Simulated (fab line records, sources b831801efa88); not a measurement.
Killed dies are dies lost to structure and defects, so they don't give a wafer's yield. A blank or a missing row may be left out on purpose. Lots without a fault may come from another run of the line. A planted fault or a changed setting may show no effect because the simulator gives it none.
fab line records | flow sky130
record lots=11 wafers=33 last_day=50
route steps=708 shown METAL1@438 VIA1@460 PAD_OPEN@708
lots that met no fault: from a run of the same line without faults
start_h: hours from the record's first day to the start of the lot's first wafer shown | wait_h: hours since the lot's step before | " the same as in the row above | L1.1+2: a row that stands for several wafers | - no value, or no start given | * or withheld: withheld | < > ~ a bound
route shown NAME@n: a module of which the file shows steps, and the number in the route of the first | usual: mean/standard deviation of fault-free wafers | same: alike in all rows | chamber/n: place in a boat | sites: the reading at each site | _std_site: their standard deviation | _edge_site: outer sites' mean less inner sites' | radius_mm: how far each site lies from the wafer's centre | mask NAME#n: copy n | behind: the tool/chamber that last shaped the wafer | hold: why the lot was held/for how many hours/how that ended | device: the transistor (n, p or np) that didn't switch | end of line: the same wafers' tests at the end of the route | a step without rows: its recipe alone | killed: dies lost to structure and defects at the first sort, not the wafer's yield | map: a wafer's dies, x killed, . not, _ none there
set.NAME: the setting as run; set.NAME@STEP: as run at that earlier step | model.NAME: the simulator's own value behind a step, which no gauge read
steps of the route over a sample of lots; a table a step, a row a wafer
services: from which hour (start_h, from the record's first day; less than 0 if before it) a tool's chamber was out of use, for how many hours, and why
## steps
# step SKY_METAL1_SPUTTER_04
# recipe material=TiN target_thk_nm=70 power_w=6500 time_s=58.3 chamber_pressure_pa=0.4
# usual throttle_valve_pct=30.0/0.94
# columns lot.wafer tool chamber start_h wait_h throttle_valve_pct
L418.1 pvd_sputter-04 - 743.16 0.0 31.9
L418.2 " - " " 30.0
L418.3 " - " " 30.5
L422.1 pvd_sputter-04 - 787.71 0.0 30.2
L422.3 " - " " 32.0
L422.5 " - " " 30.0
L423.2 pvd_sputter-04 - 790.94 0.0 29.6
L423.5 " - " " 30.7
L423.6 " - " " 29.7
L424.1 pvd_sputter-02 - 796.62 0.0 29.7
L424.2 " - " " 29.5
L424.5 " - " " 29.9
L426.2 pvd_sputter-02 - 814.19 0.0 29.5
L426.4 " - " " 28.9
L426.6 " - " " 29.2
L429.1 pvd_sputter-03 - 832.48 0.0 29.8
L429.4 " - " " 29.4
L429.5 " - " " 29.4
L430.1 pvd_sputter-03 - 839.71 0.0 29.7
L430.3 " - " " 29.9
L430.5 " - " " 29.6
L431.2 pvd_sputter-03 - 847.22 0.0 30.1
L431.3 " - " " 29.4
L431.6 " - " " 29.3
L436.1 pvd_sputter-03 - 880.63 0.0 30.1
L436.2 " - " " 29.2
L436.4 " - " " 29.1
L435.1 pvd_sputter-02 - 889.22 0.0 29.7
L435.4 " - " " 28.8
L435.5 " - " " 31.7
L439.1 pvd_sputter-02 - 908.22 0.0 29.3
L439.4 " - " " 28.9
L439.5 " - " " 29.6
# step SKY_VIA1_CMP_02
# recipe material=SiO2 down_force_psi=4 platen_rpm=60 pad_velocity_m_s=0.94248
# usual edge_zone_pressure_frac=1.000/0.0047 motor_current_A=12.8/1.2
# columns lot.wafer tool chamber start_h wait_h edge_zone_pressure_frac motor_current_A
L418.2 cmp-01 2 771.87 0.1 1.002 12.0
L418.3 " 3 " " 0.999 12.9
L418.1 " 0 " " 1.000 14.5
L422.1 cmp-01 2 819.14 0.1 1.004 12.5
L422.3 " 0 " " 1.002 14.5
L422.5 " 2 " " 0.997 11.9
L423.2 cmp-01 2 819.84 0.2 1.005 12.9
L423.5 " 0 " " 0.993 14.1
L423.6 " 1 " " 1.002 14.9
L424.2 cmp-02 3 824.21 0.1 1.001 10.7
L424.1 " 0 " " 1.000 12.3
L424.5 " 2 " " 1.002 12.8
L426.2 cmp-01 3 841.71 0.1 1.004 13.2
L426.4 " 1 " " 1.002 14.5
L426.6 " 3 " " 1.001 12.6
L429.1 cmp-02 2 857.40 0.1 0.998 13.1
L429.4 " 1 " " 1.008 12.9
L429.5 " 3 " " 0.996 11.1
L430.3 cmp-01 3 866.03 0.0 0.997 13.3
L430.1 " 2 " " 0.998 12.4
L430.5 " 3 " " 0.993 13.0
L431.3 cmp-01 1 873.32 0.0 0.999 14.2
L431.2 " 0 " " 1.004 13.7
L431.6 " 2 " " 1.013 11.5
L436.1 cmp-01 1 907.15 0.1 1.001 15.0
L436.4 " 2 " " 1.003 12.1
L436.2 " 3 " " 1.002 12.3
L435.4 cmp-02 2 916.43 0.0 1.012 12.6
L435.1 " 0 " " 0.998 12.7
L435.5 " 3 " " 0.994 10.9
L439.4 cmp-02 2 934.45 0.1 0.996 13.1
L439.1 " 3 " " 1.001 11.0
L439.5 " 1 " " 0.996 14.3
# step SKY_VIA1_CD_MEAS_12
# recipe target_cd_nm=150
# usual cd_nm=149.4/1.7
# columns lot.wafer tool chamber start_h wait_h cd_nm
L418.1 cd_sem-01 - 798.86 - 148.1
L418.2 " - " " 148.9
L418.3 " - " " 147.6
L422.1 cd_sem-02 - 844.52 - 152.0
L422.3 " - " " 153.5
L422.5 " - " " 152.7
L423.2 cd_sem-02 - 845.19 - 151.2
L423.5 " - " " 147.0
L423.6 " - " " 148.5
L424.1 cd_sem-02 - 849.77 - 150.6
L424.2 " - " " 148.1
L424.5 " - " " 149.2
L426.2 cd_sem-01 - 866.92 - 147.6
L426.4 " - " " 148.9
L426.6 " - " " 147.0
L429.1 cd_sem-01 - 883.80 - 153.0
L429.4 " - " " 153.5
L429.5 " - " " 152.1
L430.1 cd_sem-01 - 891.45 - 147.1
L430.3 " - " " 146.3
L430.5 " - " " 146.7
L431.2 cd_sem-01 - 899.11 - 152.1
L431.3 " - " " 149.4
L431.6 " - " " 150.5
L436.1 cd_sem-02 - 932.22 - 149.6
L436.2 " - " " 148.4
L436.4 " - " " 148.9
L435.1 cd_sem-01 - 941.90 - 148.0
L435.4 " - " " 147.8
L435.5 " - " " 148.5
L439.1 cd_sem-01 - 959.05 - 149.7
L439.4 " - " " 148.7
L439.5 " - " " 149.1
# step SKY_VIA1_CVD_21
# recipe material=W target_thk_nm=270 time_s=80.902 temp_c=400 pressure_torr=40
# usual heater_power_w=867/74
# columns lot.wafer tool chamber start_h wait_h heater_power_w
L418.1 cvd_w-01 1 799.92 0.0 762
L418.2 " 0 " " 905
L418.3 " 1 " " 770
L422.1 cvd_w-01 1 845.42 0.0 761
L422.3 " 1 " " 756
L422.5 " 0 " " 873
L423.2 cvd_w-01 0 846.10 0.0 910
L423.5 " 1 " " 764
L423.6 " 0 " " 887
L424.1 cvd_w-01 1 850.67 0.0 759
L424.2 " 0 " " 876
L424.5 " 0 " " 894
L426.2 cvd_w-01 0 867.80 0.0 902
L426.4 " 0 " " 875
L426.6 " 0 " " 923
L429.1 cvd_w-02 0 884.75 0.0 826
L429.4 " 0 " " 864
L429.5 " 0 " " 838
L430.1 cvd_w-01 1 892.39 0.0 769
L430.3 " 0 " " 880
L430.5 " 0 " " 900
L431.2 cvd_w-02 0 900.03 0.0 853
L431.3 " 1 " " 967
L431.6 " 1 " " 975
L436.1 cvd_w-01 0 933.12 0.0 872
L436.2 " 1 " " 766
L436.4 " 0 " " 858
L435.1 cvd_w-01 1 942.83 0.0 777
L435.4 " 0 " " 865
L435.5 " 0 " " 870
L439.1 cvd_w-02 0 959.95 0.0 850
L439.4 " 0 " " 847
L439.5 " 0 " " 861
# step SKY_VIA1_RS_MEAS_22
# recipe thk_meas_gauge=four-point-probe reads=W_of_VIA1_CVD_21+TiN_of_VIA1_SPUTTER_20
# usual VIA1_W_RS=0.431/0.0042
# columns lot.wafer tool chamber start_h wait_h hold VIA1_W_RS[ohm/sq]
L418.1 film_metro-01 - 800.01 0.1 - 0.429
L418.2 " - " " - 0.436
L418.3 " - " " - 0.431
L422.1 film_metro-02 - 845.51 0.1 - 0.437
L422.3 " - " " - 0.429
L422.5 " - " " - 0.425
L423.2 film_metro-01 - 846.26 0.1 - 0.429
L423.5 " - " " - 0.432
L423.6 " - " " - 0.427
L424.1 film_metro-01 - 850.76 0.1 - 0.435
L424.2 " - " " - 0.427
L424.5 " - " " - 0.429
L426.2 film_metro-02 - 867.91 0.1 - 0.437
L426.4 " - " " - 0.433
L426.6 " - " " - 0.436
L429.1 film_metro-04 - 884.85 0.1 - 0.430
L429.4 " - " " - 0.431
L429.5 " - " " - 0.423
L430.1 film_metro-01 - 892.48 0.1 await_dispo/0.2h/release 0.533
L430.3 " - " " await_dispo/0.2h/release 0.529
L430.5 " - " " await_dispo/0.2h/release 0.537
L430.1 film_metro-01 - 892.77 0.3 - 0.535
L430.3 " - " " - 0.529
L430.5 " - " " - 0.536
L431.2 film_metro-01 - 900.19 0.1 - 0.426
L431.3 " - " " - 0.424
L431.6 " - " " - 0.428
L436.1 film_metro-02 - 933.22 0.1 await_dispo/0.2h/release 0.539
L436.2 " - " " await_dispo/0.2h/release 0.545
L436.4 " - " " await_dispo/0.2h/release 0.529
L436.1 film_metro-02 - 933.50 0.3 - 0.538
L436.2 " - " " - 0.546
L436.4 " - " " - 0.530
L435.1 film_metro-04 - 942.93 0.1 await_dispo/0.2h/release 0.527
L435.4 " - " " await_dispo/0.2h/release 0.527
L435.5 " - " " await_dispo/0.2h/release 0.538
L435.1 film_metro-04 - 943.21 0.3 - 0.527
L435.4 " - " " - 0.527
L435.5 " - " " - 0.539
L439.1 film_metro-04 - 960.04 0.1 - 0.435
L439.4 " - " " - 0.433
L439.5 " - " " - 0.434
# step SKY_VIA1_THK_MEAS_23
# recipe thk_meas_gauge=xrf reads=W_of_VIA1_CVD_21
# usual VIA1_W_THK=271/3.1
# columns lot.wafer tool chamber start_h wait_h hold VIA1_W_THK[nm]
L418.1 film_metro-01 - 800.13 0.1 - 274
L418.2 " - " " - 268
L418.3 " - " " - 272
L422.1 film_metro-02 - 845.63 0.1 - 267
L422.3 " - " " - 270
L422.5 " - " " - 275
L423.2 film_metro-01 - 846.37 0.1 - 273
L423.5 " - " " - 269
L423.6 " - " " - 277
L424.1 film_metro-01 - 850.88 0.1 - 270
L424.2 " - " " - 274
L424.5 " - " " - 274
L426.2 film_metro-02 - 868.02 0.1 - 269
L426.4 " - " " - 270
L426.6 " - " " - 271
L429.1 film_metro-04 - 884.97 0.1 - 271
L429.4 " - " " - 271
L429.5 " - " " - 275
L430.1 film_metro-01 - 894.34 1.5 await_dispo/0.2h/release 229
L430.3 " - " " await_dispo/0.2h/release 231
L430.5 " - " " await_dispo/0.2h/release 227
L430.1 film_metro-01 - 894.57 0.2 - 229
L430.3 " - " " - 232
L430.5 " - " " - 227
L431.2 film_metro-01 - 900.30 0.1 - 272
L431.3 " - " " - 277
L431.6 " - " " - 273
L436.1 film_metro-02 - 935.84 2.3 await_dispo/0.2h/release 229
L436.2 " - " " await_dispo/0.2h/release 227
L436.4 " - " " await_dispo/0.2h/release 233
L436.1 film_metro-02 - 936.06 0.2 - 228
L436.2 " - " " - 226
L436.4 " - " " - 232
L435.1 film_metro-04 - 945.51 2.3 await_dispo/0.2h/release 231
L435.4 " - " " await_dispo/0.2h/release 231
L435.5 " - " " await_dispo/0.2h/release 227
L435.1 film_metro-04 - 945.85 0.3 - 231
L435.4 " - " " - 230
L435.5 " - " " - 228
L439.1 film_metro-04 - 960.16 0.1 - 267
L439.4 " - " " - 270
L439.5 " - " " - 267
# step SKY_PAD_OPEN_PROBE_99
# usual defect_limited_yield=82.3/1.9 killed_at_M0_to_M3=44/6.9 killed_at_M4_up=3.0/1.5 killed_at_contacts=24/5.2 killed_at_front_end=15/4.1 killed_at_other=0.4/0.62 killed_dies=87/9.6 killed_open=47/7 killed_short=40/6.2 sort_bin_3_pad_short=0.9/0.43 sort_bin_5_function=10.5/1.4 sort_bin_6_memory=6.4/1.2 sort_n_pass=405/9.6 sort_yield_pct=82.3/1.9
# same gross_dies=492 killed_at_back_side=0 sort_bin_4_leakage[%]=0 sort_bin_8_speed[%]=0
# columns lot.wafer tool chamber start_h wait_h defect_limited_yield[%] killed_at_M0_to_M3 killed_at_M4_up killed_at_contacts killed_at_front_end killed_at_other killed_dies killed_open killed_short sort_bin_3_pad_short[%] sort_bin_5_function[%] sort_bin_6_memory[%] sort_n_pass sort_yield_pct[%]
L418.1 prober-01 - 1078.03 0.1 82.9 43 3 24 13 1 84 45 39 0.8 10.6 5.7 408 82.9
L418.2 prober-01 - 1078.08 0.1 83.1 47 2 23 11 0 83 54 29 0.6 9.6 6.7 409 83.1
L418.3 prober-01 - 1078.13 0.2 81.3 55 3 23 11 0 92 58 34 0.6 11.6 6.5 400 81.3
L422.1 prober-01 - 1114.46 0.1 85.2 35 3 23 10 2 73 37 34 0.4 7.9 6.5 419 85.2
L422.3 prober-01 - 1114.56 0.2 81.5 43 2 30 16 0 91 50 41 0.6 10.0 7.9 401 81.5
L422.5 prober-01 - 1114.66 0.2 83.9 42 3 25 9 0 79 41 38 0.8 9.1 6.1 413 83.9
L436.1 prober-02 - 1177.34 0.1 84.6 39 3 25 9 0 76 38 37 0.6 10.6 4.3 416 84.6
L436.2 prober-02 - 1177.39 0.1 81.1 52 2 30 9 0 93 48 44 0.8 11.6 6.5 399 81.1
L436.4 prober-02 - 1177.49 0.2 81.9 45 6 27 11 0 89 35 53 0.8 10.4 6.9 403 81.9
# killed by level:class
L418.1 VIA2:geometric_particle:open=10 CONTACT:geometric_particle:open=8 METAL2:geometric_particle:short=6 LI_CONTACT:geometric_particle:open=6 VIA1:geometric_particle:open=6 FIELD_ISO:geometric_particle:open=5 LOCAL_INTERCONNECT:geometric_particle:short=5 METAL3:geometric_particle:short=5
L418.2 VIA2:geometric_particle:open=10 VIA1:geometric_particle:open=10 LI_CONTACT:geometric_particle:open=9 CONTACT:geometric_particle:open=8 METAL2:geometric_particle:short=5 FIELD_ISO:geometric_particle:open=4 METAL1:geometric_particle:short=4 METAL1:geometric_particle:open=4
L418.3 LI_CONTACT:geometric_particle:open=12 VIA2:geometric_particle:open=11 VIA1:geometric_particle:open=10 VIA3:geometric_particle:open=9 VIA2:geometric_particle:short=7 CONTACT:geometric_particle:open=5 METAL2:geometric_particle:short=5 FIELD_ISO:geometric_particle:open=4
L422.1 CONTACT:geometric_particle:open=8 VIA1:geometric_particle:open=8 CONTACT:geometric_particle:short=6 LI_CONTACT:geometric_particle:open=5 VIA1:geometric_particle:short=5 VIA3:geometric_particle:short=4 POLY_GATE:geometric_particle:open=3 METAL2:geometric_particle:open=3
L422.3 VIA2:geometric_particle:open=14 LI_CONTACT:geometric_particle:open=9 LOCAL_INTERCONNECT:geometric_particle:short=7 CONTACT:geometric_particle:open=6 VIA3:geometric_particle:open=6 VIA1:geometric_particle:open=5 METAL2:geometric_particle:short=5 FIELD_ISO:geometric_particle:short=4
L422.5 CONTACT:geometric_particle:open=11 VIA1:geometric_particle:open=8 LI_CONTACT:geometric_particle:open=7 METAL1:geometric_particle:short=7 VIA2:geometric_particle:open=7 FIELD_ISO:geometric_particle:short=4 LOCAL_INTERCONNECT:geometric_particle:short=4 VIA1:geometric_particle:short=4
L436.1 VIA1:geometric_particle:open=11 CONTACT:geometric_particle:open=9 METAL2:geometric_particle:short=8 LI_CONTACT:geometric_particle:open=6 CONTACT:geometric_particle:short=6 VIA3:geometric_particle:short=4 VIA1:geometric_particle:short=4 VIA3:geometric_particle:open=4
L436.2 CONTACT:geometric_particle:open=10 VIA2:geometric_particle:open=10 CONTACT:geometric_particle:short=9 VIA1:geometric_particle:open=8 VIA3:geometric_particle:open=7 LI_CONTACT:geometric_particle:open=6 METAL3:geometric_particle:short=6 VIA1:geometric_particle:short=5
L436.4 CONTACT:geometric_particle:open=9 VIA1:geometric_particle:open=9 CONTACT:geometric_particle:short=8 METAL1:geometric_particle:short=8 METAL2:geometric_particle:short=7 LOCAL_INTERCONNECT:geometric_particle:short=6 VIA2:geometric_particle:open=5 FIELD_ISO:geometric_particle:short=4
## services
# columns tool chamber start_h hours kind
cmp-01 - 722.59 0.8 repair
cmp-02 - 723.98 4.2 pm
cvd_w-02 0 726.78 1.7 repair
cmp-01 - 728.36 6.6 pm
cmp-01 - 744.00 4.0 pm
cvd_w-02 1 763.57 2.5 repair
pvd_sputter-03 - 766.60 3.1 repair
cvd_w-02 1 794.45 1.2 repair
cmp-01 - 804.65 1.5 repair
cmp-01 - 807.68 1.6 repair
cmp-02 - 818.48 1.7 repair
cmp-01 - 826.36 5.6 pm
cvd_w-02 1 851.96 3.1 repair
cmp-02 - 865.42 4.4 repair
pvd_sputter-04 - 865.95 3.0 repair
cmp-02 - 874.84 6.2 pm
cvd_w-01 - 904.00 14.0 pm
cvd_w-01 0 904.00 14.0 vent_cycle
cvd_w-01 1 904.00 14.0 vent_cycle
cvd_w-01 1 904.07 4.9 repair
cmp-02 - 912.00 4.0 pm
cmp-02 - 919.53 13.5 pm
cmp-02 - 946.90 0.6 repair
cmp-02 - 949.29 3.5 repair
## key
first_sign step=SKY_VIA1_RS_MEAS_22 reading=visit direction=added
effect step=SKY_VIA1_RS_MEAS_22 reading=VIA1_W_RS direction=up sigmas=25 usual=0.431 struck=0.534
effect step=SKY_VIA1_THK_MEAS_23 reading=visit direction=added
effect step=SKY_VIA1_THK_MEAS_23 reading=VIA1_W_THK direction=down sigmas=14 usual=271 struck=229
met_at SKY_VIA1_CVD_21
struck_lots L430,L435,L436
not_acting_at SKY_METAL1_SPUTTER_04,SKY_VIA1_CMP_02,SKY_VIA1_CD_MEAS_12
onset_between 867.80 892.39
fault kind=site_profile_drift tool=cvd_w-01 chamber=- onset_h=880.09 steps=SKY_VIA1_CVD_21 basis=fraction max_abs_drift=0.32857 slope_share_per_hr=73.015 site_pattern=0,0,0,0,0,-1,-1,-1,-1
